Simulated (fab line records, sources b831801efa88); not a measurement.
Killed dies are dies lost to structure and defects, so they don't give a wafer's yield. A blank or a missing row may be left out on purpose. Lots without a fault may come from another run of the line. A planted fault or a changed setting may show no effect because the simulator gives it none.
fab line records | flow sky130
record lots=6 wafers=18 last_day=50
route steps=708 shown LOCAL_INTERCONNECT@389 CONTACT@406 PAD_OPEN@708
lots that met no fault: from a run of the same line without faults
start_h: hours from the record's first day to the start of the lot's first wafer shown | wait_h: hours since the lot's step before | " the same as in the row above | L1.1+2: a row that stands for several wafers | - no value, or no start given | * or withheld: withheld | < > ~ a bound
route shown NAME@n: a module of which the file shows steps, and the number in the route of the first | usual: mean/standard deviation of fault-free wafers | same: alike in all rows | chamber/n: place in a boat | sites: the reading at each site | _std_site: their standard deviation | _edge_site: outer sites' mean less inner sites' | radius_mm: how far each site lies from the wafer's centre | mask NAME#n: copy n | behind: the tool/chamber that last shaped the wafer | hold: why the lot was held/for how many hours/how that ended | device: the transistor (n, p or np) that didn't switch | end of line: the same wafers' tests at the end of the route | a step without rows: its recipe alone | killed: dies lost to structure and defects at the first sort, not the wafer's yield | map: a wafer's dies, x killed, . not, _ none there
set.NAME: the setting as run; set.NAME@STEP: as run at that earlier step | model.NAME: the simulator's own value behind a step, which no gauge read
lots at some steps of the route; a table a step, a row a wafer
services: from which hour (start_h, from the record's first day; less than 0 if before it) a tool's chamber was out of use, for how many hours, and why
## steps
# step SKY_LOCAL_INTERCONNECT_THK_MEAS_02
# recipe thk_meas_gauge=xrf reads=TiN_of_LOCAL_INTERCONNECT_SPUTTER_00
# usual LOCAL_INTERCONNECT_TIN_THK=100.7/1.2
# columns lot.wafer tool chamber start_h wait_h LOCAL_INTERCONNECT_TIN_THK[nm]
L263.2 film_metro-04 - 694.40 0.1 103.1
L263.4 " - " " 101.2
L263.6 " - " " 103.0
L265.1 film_metro-01 - 708.92 0.1 100.4
L265.3 " - " " 99.1
L265.5 " - " " 100.5
L267.1 film_metro-04 - 757.25 0.1 100.2
L267.2 " - " " 101.0
L267.3 " - " " 101.8
L273.1 film_metro-02 - 780.05 0.1 102.0
L273.4 " - " " 101.9
L273.5 " - " " 101.2
L276.1 film_metro-01 - 800.66 0.1 100.1
L276.4 " - " " 100.3
L276.6 " - " " 99.9
L277.2 film_metro-04 - 848.16 0.1 101.5
L277.5 " - " " 102.5
L277.6 " - " " 100.5
# step SKY_LOCAL_INTERCONNECT_DEHYDRATE_03
# recipe temp_c=200 time_s=60
# step SKY_LOCAL_INTERCONNECT_HMDS_04
# recipe prime_time_s=60 prime_temp_c=120
# step SKY_LOCAL_INTERCONNECT_COAT_05
# recipe resist=BARC temp_c=withheld time_s=withheld spin_rpm=3000 resist_thk_nm=60
# step SKY_LOCAL_INTERCONNECT_COAT_06
# recipe resist=KrF-thick spin_rpm=3000 resist_thk_nm=450
# step SKY_LOCAL_INTERCONNECT_SOFTBAKE_07
# recipe temp_c=100 time_s=90 resist=KrF-thick
# step SKY_LOCAL_INTERCONNECT_EXPOSE_08
# recipe mask_id=LI1M na=0.8 source_shape=annular sigma_inner=0.55 sigma_outer=0.85 target_cd_nm=170 dose_mj=28
# step SKY_LOCAL_INTERCONNECT_PEB_09
# recipe peb_temp_c=withheld peb_time_s=withheld resist=KrF-thick
# step SKY_LOCAL_INTERCONNECT_DEVELOP_10
# recipe develop_time_s=60 resist=KrF-thick dev_temp_c=21
# step SKY_LOCAL_INTERCONNECT_CD_MEAS_11
# recipe target_cd_nm=170
# usual cd_nm=170.5/1.6
# columns lot.wafer tool chamber start_h wait_h cd_nm
L263.2 cd_sem-02 - 721.80 - 173.6
L263.4 " - " " 173.7
L263.6 " - " " 174.3
L265.1 cd_sem-01 - 735.80 - 171.7
L265.3 " - " " 170.9
L265.5 " - " " 171.5
L267.1 cd_sem-01 - 784.65 - 170.2
L267.2 " - " " 170.7
L267.3 " - " " 170.1
L273.1 cd_sem-02 - 806.55 - 172.3
L273.4 " - " " 171.9
L273.5 " - " " 172.8
L276.1 cd_sem-01 - 826.45 - 167.8
L276.4 " - " " 167.5
L276.6 " - " " 167.3
L277.2 cd_sem-02 - 872.52 - 170.7
L277.5 " - " " 169.7
L277.6 " - " " 170.9
# step SKY_LOCAL_INTERCONNECT_OVL_MEAS_12
# usual LOCAL_INTERCONNECT_OVL=3/5.9
# columns lot.wafer tool chamber start_h wait_h LOCAL_INTERCONNECT_OVL[nm]
L263.2 overlay-01 - 721.90 0.1 0
L263.4 " - " " 6
L263.6 " - " " 3
L265.1 overlay-02 - 735.92 0.1 -4
L265.3 " - " " -1
L265.5 " - " " -2
L267.1 overlay-02 - 784.77 0.1 -4
L267.2 " - " " 7
L267.3 " - " " 2
L273.1 overlay-02 - 806.67 0.1 2
L273.4 " - " " 10
L273.5 " - " " 13
L276.1 overlay-01 - 826.57 0.1 10
L276.4 " - " " 7
L276.6 " - " " 16
L277.2 overlay-02 - 872.62 0.1 9
L277.5 " - " " 6
L277.6 " - " " 8
# step SKY_LOCAL_INTERCONNECT_ETCH_13
# recipe chemistry=N2/H2 target=BARC ion_energy_ev=200 bias_w=100 pressure_mtorr=30 n2_flow_sccm=100 h2_flow_sccm=200 icp_w=500 stop_on=SiO2 time_s=45.9 target_depth_a=600
# usual drypump_motor_current_A=5.4/0.46 h2_flow_sccm=199.9/0.58 oes_product_au=0.855/0.0046 throttle_valve_pct=13.225/0.0083
# columns lot.wafer tool chamber start_h wait_h drypump_motor_current_A h2_flow_sccm oes_product_au rf_hours_counter_h throttle_valve_pct
L263.2 rie_metal-01 0 721.93 0.0 4.7 200.2 0.848 2 13.228
L263.4 " 0 " " 4.7 200.8 0.850 - 13.223
L263.6 " 0 " " 4.7 199.7 0.856 - 13.232
L265.1 rie_metal-02 0 735.95 0.0 5.6 199.6 0.850 6 13.219
L265.3 " 0 " " 5.6 199.5 0.851 - 13.227
L265.5 " 0 " " 5.6 200.1 0.856 - 13.224
L267.1 rie_metal-04 1 784.80 0.0 6.3 200.0 0.858 14 13.230
L267.2 " 0 " " 5.3 200.2 0.856 15 13.229
L267.3 " 0 " " 5.3 200.5 0.862 - 13.223
L273.1 rie_metal-01 0 806.70 0.0 4.7 199.4 0.862 5 13.228
L273.4 " 1 " " 5.3 199.8 0.858 - 13.226
L273.5 " 0 " " 4.7 199.8 0.860 - 13.240
L276.1 rie_metal-01 1 826.60 0.0 5.3 200.5 0.861 12 13.231
L276.4 " 1 " " 5.3 199.4 0.849 - 13.228
L276.6 " 1 " " 5.3 200.5 0.860 - 13.233
L277.2 rie_metal-04 0 872.68 0.0 5.3 199.3 0.859 - 13.229
L277.5 " 0 " " 5.3 199.7 0.861 - 13.223
L277.6 " 0 " " 5.3 198.9 0.859 - 13.227
# step SKY_LOCAL_INTERCONNECT_METAL_ETCH_14
# recipe target_depth_nm=110 stop_on=PSG chemistry=Cl2/BCl3 target=TiN resist_sidewall_deg=88 pressure_mtorr=10 icp_w=900 bias_w=48.5 Cl2_flow_sccm=60 bcl3_flow_sccm=30 time_s=31.4
# usual drypump_motor_current_A=5.4/0.46 mfc_cl2_sccm=59.98/0.18 oes_product_au=0.945/0.0077 throttle_valve_pct=21.899/0.009
# columns lot.wafer tool chamber start_h wait_h drypump_motor_current_A mfc_cl2_sccm oes_product_au rf_hours_counter_h throttle_valve_pct
L263.2 rie_metal-01 0 721.99 0.0 4.7 59.75 0.942 2 21.896
L263.4 " 0 " " 4.7 59.81 0.952 - 21.882
L263.6 " 0 " " 4.7 59.57 0.946 - 21.890
L265.1 rie_metal-02 0 736.08 0.1 5.6 59.98 0.946 6 21.912
L265.3 " 0 " " 5.6 60.28 0.938 - 21.902
L265.5 " 0 " " 5.6 59.96 0.943 - 21.907
L267.1 rie_metal-04 1 784.87 0.0 6.3 59.98 0.935 14 21.899
L267.2 " 0 " " 5.3 60.25 0.944 15 21.924
L267.3 " 0 " " 5.3 60.21 0.942 - 21.903
L273.1 rie_metal-01 0 806.77 0.0 4.6 59.75 0.949 5 21.901
L273.4 " 1 " " 5.3 59.77 0.952 - 21.905
L273.5 " 0 " " 4.7 59.59 0.945 - 21.909
L276.1 rie_metal-01 1 826.67 0.0 5.3 60.18 0.943 12 21.889
L276.4 " 1 " " 5.3 59.93 0.942 - 21.903
L276.6 " 1 " " 5.3 60.12 0.939 - 21.898
L277.2 rie_metal-04 0 872.80 0.1 5.3 59.99 0.959 - 21.898
L277.5 " 0 " " 5.3 60.09 0.953 - 21.892
L277.6 " 0 " " 5.3 59.98 0.943 - 21.894
# step SKY_LOCAL_INTERCONNECT_STRIP_15
# recipe chemistry=O2/N2 power_w=1400 pressure_mtorr=1500 platen_temp_c=withheld o2_flow_sccm=3000 n2_flow_sccm=300 overash_fraction=0.5
# step SKY_LOCAL_INTERCONNECT_STRIP_16
# recipe chemistry=post_etch_residue_remover time_s=1200 temp_c=72.5
# step SKY_LOCAL_INTERCONNECT_CLEAN_17
# recipe chemistry=IPA time_s=180 temp_c=25
# step SKY_LOCAL_INTERCONNECT_CLEAN_18
# recipe chemistry=O3/DIW dry=n2_spin
# step SKY_CONTACT_CVD_00
# recipe material=Si3N4 target_thk_nm=75 temp_c=400 time_s=withheld rf_w=450
# usual heater_power_w=687/97
# columns lot.wafer tool chamber start_h wait_h heater_power_w
L263.2 pecvd-03 1 722.77 0.0 616
L263.4 " 1 " " 613
L263.6 " 2 " " 874
L265.1 pecvd-01 2 736.78 0.0 884
L265.3 " 1 " " 577
L265.5 " 0 " " 668
L267.1 pecvd-02 2 785.52 0.0 647
L267.2 " 1 " " 580
L267.3 " 0 " " 705
L273.1 pecvd-01 2 807.42 0.0 896
L273.4 " 2 " " 867
L273.5 " 0 " " 714
L276.1 pecvd-02 2 827.42 0.0 686
L276.4 " 1 " " 583
L276.6 " 2 " " 664
L277.2 pecvd-03 0 873.51 0.0 727
L277.5 " 0 " " 730
L277.6 " 2 " " 881
# step SKY_CONTACT_THK_MEAS_01
# recipe reads=Si3N4_of_CONTACT_CVD_00
# usual CONTACT_CVD_00_THK=74.4/1.2
# columns lot.wafer tool chamber start_h wait_h CONTACT_CVD_00_THK[nm]
L263.2 film_metro-03 - 722.82 - 75.5
L263.4 " - " " 77.0
L263.6 " - " " 75.5
L265.1 film_metro-03 - 736.82 - 74.3
L265.3 " - " " 74.1
L265.5 " - " " 75.3
L267.1 film_metro-03 - 785.55 - 74.5
L267.2 " - " " 75.3
L267.3 " - " " 74.0
L273.1 film_metro-03 - 807.45 - 74.9
L273.4 " - " " 75.4
L273.5 " - " " 75.6
L276.1 film_metro-04 - 827.45 - 73.5
L276.4 " - " " 75.6
L276.6 " - " " 74.3
L277.2 film_metro-03 - 873.55 - 73.3
L277.5 " - " " 73.4
L277.6 " - " " 74.5
# step SKY_CONTACT_HDPCVD_02
# recipe material=SiO2 target_thk_nm=565 sigma_open_frac=0.3 time_s=94.2 temp_c=600 sih4_flow_sccm=60 pressure_mtorr=6
# step SKY_CONTACT_THK_MEAS_03
# recipe reads=SiO2_of_CONTACT_HDPCVD_02
# usual CONTACT_HDPCVD_THK=563/6.3
# columns lot.wafer tool chamber start_h wait_h CONTACT_HDPCVD_THK[nm]
L263.2 film_metro-04 - 722.94 0.0 566
L263.4 " - " " 561
L263.6 " - " " 558
L265.1 film_metro-04 - 736.95 0.0 558
L265.3 " - " " 561
L265.5 " - " " 558
L267.1 film_metro-02 - 785.68 0.0 557
L267.2 " - " " 576
L267.3 " - " " 560
L273.1 film_metro-04 - 807.58 0.0 555
L273.4 " - " " 556
L273.5 " - " " 556
L276.1 film_metro-02 - 827.58 0.0 567
L276.4 " - " " 562
L276.6 " - " " 563
L277.2 film_metro-04 - 873.68 0.0 555
L277.5 " - " " 555
L277.6 " - " " 566
# step SKY_CONTACT_CMP_04
# recipe material=SiO2 down_force_psi=4 platen_rpm=60 pad_velocity_m_s=0.94248
# step SKY_CONTACT_BOW_MEAS_05
# recipe mode=bow
# usual CONTACT_BOW=82/7.2
# columns lot.wafer tool chamber start_h wait_h CONTACT_BOW[um]
L263.2 film_metro-04 - 723.31 0.1 93
L263.4 " - " " 78
L263.6 " - " " 93
L265.1 film_metro-04 - 737.31 0.1 91
L265.3 " - " " 84
L265.5 " - " " 78
L267.1 film_metro-02 - 786.04 0.1 66
L267.2 " - " " 83
L267.3 " - " " 80
L273.1 film_metro-03 - 807.94 0.1 77
L273.4 " - " " 70
L273.5 " - " " 82
L276.1 film_metro-02 - 827.94 0.1 79
L276.4 " - " " 82
L276.6 " - " " 78
L277.2 film_metro-03 - 874.05 0.3 102
L277.5 " - " " 74
L277.6 " - " " 99
# step SKY_CONTACT_DEHYDRATE_06
# recipe temp_c=200 time_s=60
# step SKY_CONTACT_HMDS_07
# recipe prime_time_s=60 prime_temp_c=120
# step SKY_CONTACT_COAT_08
# recipe resist=BARC temp_c=withheld time_s=withheld spin_rpm=3000 resist_thk_nm=60
# step SKY_CONTACT_COAT_09
# recipe resist=KrF-thick spin_rpm=3000 resist_thk_nm=446
# step SKY_CONTACT_SOFTBAKE_10
# recipe temp_c=100 time_s=90 resist=KrF-thick
# step SKY_CONTACT_EXPOSE_11
# recipe mask_id=CTM1 na=0.8 source_shape=annular sigma_inner=0.55 sigma_outer=0.85 target_cd_nm=170 dose_mj=38.38
# step SKY_CONTACT_PEB_12
# recipe peb_temp_c=withheld peb_time_s=withheld resist=KrF-thick
# step SKY_CONTACT_DEVELOP_13
# recipe develop_time_s=60 resist=KrF-thick dev_temp_c=21
# step SKY_CONTACT_CD_MEAS_14
# recipe target_cd_nm=170
# usual cd_nm=169.9/1.3
# columns lot.wafer tool chamber start_h wait_h cd_nm
L263.2 cd_sem-01 - 750.42 - 169.2
L263.4 " - " " 170.6
L263.6 " - " " 169.8
L265.1 cd_sem-02 - 765.00 - 170.5
L265.3 " - " " 170.7
L265.5 " - " " 170.6
L267.1 cd_sem-02 - 812.40 - 169.6
L267.2 " - " " 170.5
L267.3 " - " " 170.9
L273.1 cd_sem-01 - 834.00 - 170.2
L273.4 " - " " 170.1
L273.5 " - " " 171.0
L276.1 cd_sem-01 - 854.38 - 171.4
L276.4 " - " " 170.6
L276.6 " - " " 172.0
L277.2 cd_sem-02 - 899.82 - 167.8
L277.5 " - " " 169.2
L277.6 " - " " 169.7
# step SKY_CONTACT_OVL_MEAS_15
# usual CONTACT_OVL=-1/5.2
# columns lot.wafer tool chamber start_h wait_h CONTACT_OVL[nm]
L263.2 overlay-01 - 750.53 0.1 4
L263.4 " - " " 2
L263.6 " - " " -1
L265.1 overlay-02 - 765.12 0.1 4
L265.3 " - " " 1
L265.5 " - " " -3
L267.1 overlay-02 - 812.52 0.1 6
L267.2 " - " " 3
L267.3 " - " " 4
L273.1 overlay-02 - 834.12 0.1 -4
L273.4 " - " " -3
L273.5 " - " " -8
L276.1 overlay-02 - 854.50 0.1 -7
L276.4 " - " " -12
L276.6 " - " " -6
L277.2 overlay-02 - 899.93 0.1 1
L277.5 " - " " 2
L277.6 " - " " 1
# step SKY_CONTACT_ETCH_16
# recipe chemistry=N2/H2 target=BARC ion_energy_ev=200 source_w=500 bias_w=100 pressure_mtorr=30 n2_flow_sccm=100 h2_flow_sccm=200 stop_on=SiO2 time_s=45.9 target_depth_a=600
# step SKY_CONTACT_ETCH_17
# recipe target=SiO2 chemistry=C4F8/O2/Ar stop_on=Si3N4 mask_material=KrF-thick source_w=1500 bias_w=1200 pressure_mtorr=40 c4f8_flow_sccm=withheld O2_flow_sccm=6 Ar_flow_sccm=300 time_s=withheld target_depth_a=3400
# usual oes_product_au=0.891/0.005
# columns lot.wafer tool chamber start_h wait_h oes_product_au
L263.2 rie_diel-03 3 750.60 0.0 0.893
L263.4 " 2 " " 0.889
L263.6 " 1 " " 0.897
L265.1 rie_diel-04 3 765.20 0.0 0.882
L265.3 " 2 " " 0.896
L265.5 " 1 " " 0.896
L267.1 rie_diel-04 1 812.60 0.0 0.889
L267.2 " 3 " " 0.889
L267.3 " 2 " " 0.885
L273.1 rie_diel-03 3 834.20 0.0 0.889
L273.4 " 2 " " 0.885
L273.5 " 2 " " 0.895
L276.1 rie_diel-03 3 854.57 0.0 0.886
L276.4 " 2 " " 0.895
L276.6 " 3 " " 0.893
L277.2 rie_diel-04 2 900.00 0.0 0.895
L277.5 " 1 " " 0.899
L277.6 " 0 " " 0.892
# step SKY_CONTACT_ETCH_18
# recipe target=Si3N4 chemistry=CHF3/O2 stop_on=TiN source_w=600 bias_w=200 pressure_mtorr=40 chf3_flow_sccm=50 O2_flow_sccm=5 time_s=39 target_depth_a=750
# step SKY_CONTACT_STRIP_19
# recipe chemistry=O2/N2 power_w=1400 pressure_mtorr=1500 platen_temp_c=withheld o2_flow_sccm=3000 n2_flow_sccm=300 overash_fraction=0.5
# usual drypump_motor_current_A=5.5/0.37 oes_product_au=0.379/0.0046 strip_time_to_endpoint_s=3.56/0.038
# columns lot.wafer tool chamber start_h wait_h drypump_motor_current_A oes_product_au rf_hours_counter_h strip_time_to_endpoint_s
L263.2 plasma_asher-04 1 750.69 - 6.1 0.377 33 3.58
L263.4 " 1 " " 6.1 0.382 - 3.56
L263.6 " 0 " " 5.8 0.379 - 3.56
L265.1 plasma_asher-02 0 765.29 - 5.4 0.369 65 3.54
L265.3 " 1 " " 5.2 0.374 - 3.54
L265.5 " 1 " " 5.2 0.367 - 3.53
L267.1 plasma_asher-02 1 812.69 - 5.2 0.368 70 3.51
L267.2 " 0 " " 5.4 0.380 70 3.60
L267.3 " 1 " " 5.2 0.369 - 3.52
L273.1 plasma_asher-04 1 834.29 - 6.1 0.384 41 3.60
L273.4 " 0 " " 5.8 0.375 - 3.54
L273.5 " 1 " " 6.1 0.373 - 3.56
L276.1 plasma_asher-01 1 854.66 - 4.9 0.388 107 3.57
L276.4 " 1 " " 4.9 0.382 - 3.53
L276.6 " 0 " " 5.6 0.375 - 3.57
L277.2 plasma_asher-01 0 900.09 - 5.6 0.383 112 3.52
L277.5 " 1 " " 4.9 0.380 - 3.51
L277.6 " 0 " " 5.5 0.382 - 3.56
# step SKY_CONTACT_STRIP_20
# recipe chemistry=post_etch_residue_remover time_s=1200 temp_c=72.5
# step SKY_CONTACT_CLEAN_21
# recipe chemistry=IPA time_s=180 temp_c=25
# step SKY_CONTACT_CLEAN_22
# recipe chemistry=O3/DIW dry=n2_spin
# step SKY_CONTACT_SPUTTER_23
# recipe material=TiN target_thk_nm=20 chamber_pressure_pa=5 power_w=4000 time_s=80
# usual throttle_valve_pct=29.9/1
# columns lot.wafer tool chamber start_h wait_h throttle_valve_pct
L263.2 pvd_sputter-03 - 751.28 0.0 28.0
L263.4 " - " " 29.5
L263.6 " - " " 28.1
L265.1 pvd_sputter-02 - 765.88 0.0 29.2
L265.3 " - " " 30.3
L265.5 " - " " 30.4
L267.1 pvd_sputter-02 - 813.28 0.0 31.7
L267.2 " - " " 30.5
L267.3 " - " " 30.3
L273.1 pvd_sputter-01 - 834.88 0.0 30.5
L273.4 " - " " 30.0
L273.5 " - " " 28.6
L276.1 pvd_sputter-01 - 855.60 0.0 30.1
L276.4 " - " " 30.0
L276.6 " - " " 28.5
L277.2 pvd_sputter-03 - 900.72 0.0 28.0
L277.5 " - " " 31.4
L277.6 " - " " 28.0
# step SKY_CONTACT_CVD_24
# recipe material=W target_thk_nm=340 time_s=102.12 temp_c=400 pressure_torr=40
# step SKY_PAD_OPEN_PROBE_99
# usual killed_at_M0_to_M3=44/7.1 killed_at_M4_up=3.1/1.8 killed_at_contacts=24/5.3 killed_at_front_end=15/4.5 killed_at_other=0.2/0.42 killed_dies=86/9.6 killed_open=46/6.9 killed_short=40/6.4
# same gross_dies=492 killed_at_back_side=0
# columns lot.wafer tool chamber start_h wait_h hold killed_at_M0_to_M3 killed_at_M4_up killed_at_contacts killed_at_front_end killed_at_other killed_dies killed_open killed_short
L263.2 prober-02 - 1085.48 0.1 - 45 2 26 11 0 84 48 36
L263.4 prober-02 - 1085.58 0.2 - 50 2 20 9 0 81 49 32
L263.6 prober-02 - 1085.68 0.2 - 48 5 45 9 0 107 57 50
L265.1 prober-02 - 1097.83 0.1 - 50 5 21 13 0 89 54 35
L265.3 prober-02 - 1097.93 0.2 - 50 2 27 16 0 95 56 39
L265.5 prober-02 - 1098.03 0.2 - 44 1 27 12 0 84 45 39
L267.1 prober-02 - 1133.78 0.1 - 37 3 21 15 0 76 42 34
L267.2 prober-02 - 1133.83 0.1 - 41 4 20 21 1 87 46 41
L267.3 prober-02 - 1133.88 0.2 - 45 6 22 23 0 96 55 41
L273.1 prober-01 - 1148.83 0.1 await_dispo/3.9h/release 45 2 21 14 1 83 44 39
L273.4 prober-01 - 1148.98 0.2 await_dispo/3.9h/release 34 3 77 17 0 131 36 33
L273.5 prober-01 - 1149.03 0.2 await_dispo/3.9h/release 33 1 17 15 1 67 35 32
L276.1 prober-01 - 1161.47 0.1 await_dispo/1.9h/release 59 2 81 11 1 154 55 43
L276.4 prober-01 - 1161.62 0.2 await_dispo/1.9h/release 37 1 91 12 0 141 46 30
L276.6 prober-01 - 1161.72 0.2 await_dispo/1.9h/release 42 3 92 18 0 155 41 48
L277.2 prober-01 - 1194.35 0.1 - 38 11 26 9 0 84 41 43
L277.5 prober-01 - 1194.50 0.2 - 32 0 18 18 0 68 39 29
L277.6 prober-01 - 1194.55 0.2 - 42 2 17 11 0 72 42 30
# killed by level:class
L263.2 CONTACT:geometric_particle:open=13 VIA2:geometric_particle:open=8 VIA1:geometric_particle:open=7 LI_CONTACT:geometric_particle:open=6 VIA3:geometric_particle:open=6 VIA3:geometric_particle:short=6 METAL2:geometric_particle:short=6 VIA1:geometric_particle:short=4
L263.4 VIA1:geometric_particle:open=12 VIA2:geometric_particle:open=11 LI_CONTACT:geometric_particle:open=6 CONTACT:geometric_particle:open=5 METAL1:geometric_particle:short=5 METAL2:geometric_particle:short=5 VIA3:geometric_particle:short=5 VIA3:geometric_particle:open=5
L263.6 LI_CONTACT:geometric_particle:open=15 CONTACT:geometric_particle:open=10 VIA1:geometric_particle:open=10 LOCAL_INTERCONNECT:geometric_particle:short=8 VIA1:geometric_particle:short=7 VIA2:geometric_particle:open=7 VIA3:geometric_particle:open=7 LI_CONTACT:geometric_particle:short=6
L265.1 VIA1:geometric_particle:open=13 VIA3:geometric_particle:open=12 CONTACT:geometric_particle:open=11 METAL2:geometric_particle:short=8 VIA1:geometric_particle:short=7 POLY_GATE:geometric_particle:open=5 FIELD_ISO:geometric_particle:short=4 LI_CONTACT:geometric_particle:open=4
L265.3 VIA1:geometric_particle:open=12 VIA3:geometric_particle:open=11 LOCAL_INTERCONNECT:geometric_particle:short=8 CONTACT:geometric_particle:open=7 VIA2:geometric_particle:open=7 LI_CONTACT:geometric_particle:open=6 METAL1:geometric_particle:short=5 VIA1:geometric_particle:short=5
L265.5 VIA1:geometric_particle:open=11 CONTACT:geometric_particle:open=9 VIA2:geometric_particle:open=7 FIELD_ISO:geometric_particle:short=6 METAL1:geometric_particle:short=6 METAL2:geometric_particle:short=6 LI_CONTACT:geometric_particle:open=5 LI_CONTACT:geometric_particle:short=4
L267.1 CONTACT:geometric_particle:open=9 FIELD_ISO:geometric_particle:open=6 METAL1:geometric_particle:short=5 VIA1:geometric_particle:open=5 VIA3:geometric_particle:short=5 VIA3:geometric_particle:open=5 LI_CONTACT:geometric_particle:short=4 CONTACT:geometric_particle:short=4
L267.2 VIA1:geometric_particle:open=10 CONTACT:geometric_particle:open=8 METAL1:geometric_particle:short=8 POLY_GATE:geometric_particle:short=7 POLY_GATE:geometric_particle:open=7 METAL2:geometric_particle:short=6 VIA3:geometric_particle:open=4 LI_CONTACT:geometric_particle:open=4
L267.3 LI_CONTACT:geometric_particle:open=10 VIA1:geometric_particle:open=10 POLY_GATE:geometric_particle:open=9 VIA3:geometric_particle:open=6 METAL4:geometric_particle:short=6 CONTACT:geometric_particle:open=5 METAL2:geometric_particle:short=5 VIA1:geometric_particle:short=5
L273.1 CONTACT:geometric_particle:open=9 VIA1:geometric_particle:open=9 VIA1:geometric_particle:short=8 LI_CONTACT:geometric_particle:open=6 METAL2:geometric_particle:short=6 FIELD_ISO:geometric_particle:open=4 POLY_GATE:geometric_particle:open=4 METAL1:geometric_particle:short=4
L273.4 LOCAL_INTERCONNECT:unspecified=62 VIA1:geometric_particle:open=7 FIELD_ISO:geometric_particle:open=6 LI_CONTACT:geometric_particle:open=6 VIA1:geometric_particle:short=5 FIELD_ISO:geometric_particle:short=4 CONTACT:geometric_particle:open=4 POLY_GATE:geometric_particle:short=3
L273.5 VIA1:geometric_particle:open=7 CONTACT:geometric_particle:open=6 LI_CONTACT:geometric_particle:open=6 POLY_GATE:geometric_particle:short=5 VIA1:geometric_particle:short=5 VIA2:geometric_particle:open=4 VIA3:geometric_particle:open=4 FIELD_ISO:geometric_particle:open=3
L276.1 LOCAL_INTERCONNECT:unspecified=56 VIA1:geometric_particle:open=16 VIA1:geometric_particle:short=9 CONTACT:geometric_particle:open=9 LI_CONTACT:geometric_particle:open=8 METAL2:geometric_particle:short=7 VIA3:geometric_particle:open=7 CONTACT:geometric_particle:short=6
L276.4 LOCAL_INTERCONNECT:unspecified=65 LI_CONTACT:geometric_particle:open=10 VIA1:geometric_particle:open=8 CONTACT:geometric_particle:open=7 VIA2:geometric_particle:open=6 FIELD_ISO:geometric_particle:short=5 VIA3:geometric_particle:open=5 METAL1:geometric_particle:short=4
L276.6 LOCAL_INTERCONNECT:unspecified=66 CONTACT:geometric_particle:short=10 VIA1:geometric_particle:short=8 VIA2:geometric_particle:open=8 CONTACT:geometric_particle:open=7 METAL1:geometric_particle:short=6 VIA1:geometric_particle:open=6 LI_CONTACT:geometric_particle:open=5
L277.2 VIA1:geometric_particle:open=11 CONTACT:geometric_particle:open=10 METAL4:geometric_particle:short=8 VIA1:geometric_particle:short=6 LI_CONTACT:geometric_particle:open=5 VIA2:geometric_particle:open=5 LOCAL_INTERCONNECT:geometric_particle:short=4 CONTACT:geometric_particle:short=4
L277.5 VIA1:geometric_particle:open=9 LI_CONTACT:geometric_particle:open=7 FIELD_ISO:geometric_particle:short=6 CONTACT:geometric_particle:open=5 VIA2:geometric_particle:open=5 POLY_GATE:geometric_particle:short=4 VIA1:geometric_particle:short=4 VIA3:geometric_particle:open=4
L277.6 LI_CONTACT:geometric_particle:open=11 VIA1:geometric_particle:open=7 VIA1:geometric_particle:short=7 VIA3:geometric_particle:open=5 METAL1:geometric_particle:open=4 VIA2:geometric_particle:open=4 POLY_GATE:geometric_particle:open=3 CONTACT:geometric_particle:open=3
# map L273.4 (x killed, . not)
__________........x._________
________.....x........_______
______x.x....x..x......._____
_____.....x.......x......____
____...x..x.......x.x.....___
___.xx................xx.x.__
__..xx.xx......x.....x......_
_.......x...xx.x....x...x....
_....x.....x..x..x.....x.....
_x...x.....xxxxxxxxxx........
_............xxxxxxxxx.xx....
_..x......x.xxxxxxxxxxx...x..
_.........x..xxxxxxxxxx..x...
_..x......x.xxxxxxxxxx..x....
_.x..x......x.xxxxxx.x..x....
__x......x.xx.x.xx.........._
___..x..xx..x...xx.x..xx...__
____......x.....x....x....___
_____....................____
______........x........._____
________.....xx......._______
__________x.......x._________
# map L276.6 (x killed, . not)
__________......xx.._________
________xx..x.....xx.x_______
______.x...x..x........._____
_____..........xxx...x...____
____........x..x.x........___
___.x..x..x.x...xx...x..x..__
__x..........x.............._
_.........x...x.x............
_.xxx.........xxxxxx.xx......
_..x....xx.x..xxxxxxxx....x..
_..........xxxxxxxxxxx....x..
_.......x..x.xxxxxxxxxxx.x.xx
_x......xx....xxxxxxxx......x
_x...x..x..x.xxxxxxxxxx......
_..x..x.x..x.xxxxxxx.x....xxx
__xxx.....x..xx.xxxx.x.x..x._
___......x........x..x.x...__
____..xx..........x..xxx..___
_____x..x...........x....____
______.........x...x..x._____
________x............._______
__________......x..._________
## services
# columns tool chamber start_h hours kind
rie_diel-03 3 699.27 10.7 repair
pvd_sputter-03 - 700.15 1.3 repair
rie_diel-04 1 701.69 6.6 repair
rie_diel-04 2 704.91 8.3 repair
pecvd-01 - 709.27 6.0 pm
pecvd-01 - 721.10 0.5 repair
pvd_sputter-01 - 725.76 3.8 repair
rie_metal-04 1 741.73 2.8 repair
pvd_sputter-01 - 745.01 1.6 repair
plasma_asher-01 - 751.68 2.3 repair
pecvd-01 - 760.72 0.5 repair
pvd_sputter-02 - 778.47 1.8 repair
rie_metal-04 0 792.11 - clean
rie_metal-04 0 792.11 23.3 scheduled_down
rie_metal-04 0 792.11 23.3 vent_cycle
pecvd-03 - 793.46 14.6 pm
rie_diel-04 0 819.41 6.5 repair
pvd_sputter-01 - 825.82 1.7 repair
plasma_asher-02 - 828.09 0.5 repair
pecvd-03 - 829.25 1.0 repair
rie_diel-03 0 871.30 28.3 repair
rie_metal-04 1 872.64 - clean
rie_metal-04 1 872.64 22.8 scheduled_down
pvd_sputter-02 - 890.07 5.1 repair
## key
first_sign step=SKY_PAD_OPEN_PROBE_99 reading=killed_at_contacts direction=up sigmas=12 usual=24 struck=85
effect step=SKY_PAD_OPEN_PROBE_99 reading=killed_dies direction=up sigmas=6.2 usual=86 struck=145
met_at SKY_LOCAL_INTERCONNECT_METAL_ETCH_14
struck_wafers L273.4,L276.1,L276.4,L276.6
tester_left_out L273,L276
fault kind=chamber_particle_source tool=rie_metal-01 chamber=1 onset_h=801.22 steps=SKY_LOCAL_INTERCONNECT_METAL_ETCH_14 rate_per_visit_cm2=1.6235 end_h=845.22
# tester_left_out: of these lots the tester's yield and bins aren't shown, on N5 and GAA mostly nor the transistor test; their killed dies are dies lost to structure and defects alone, not to doping, threshold or leakage, so they don't give the yield
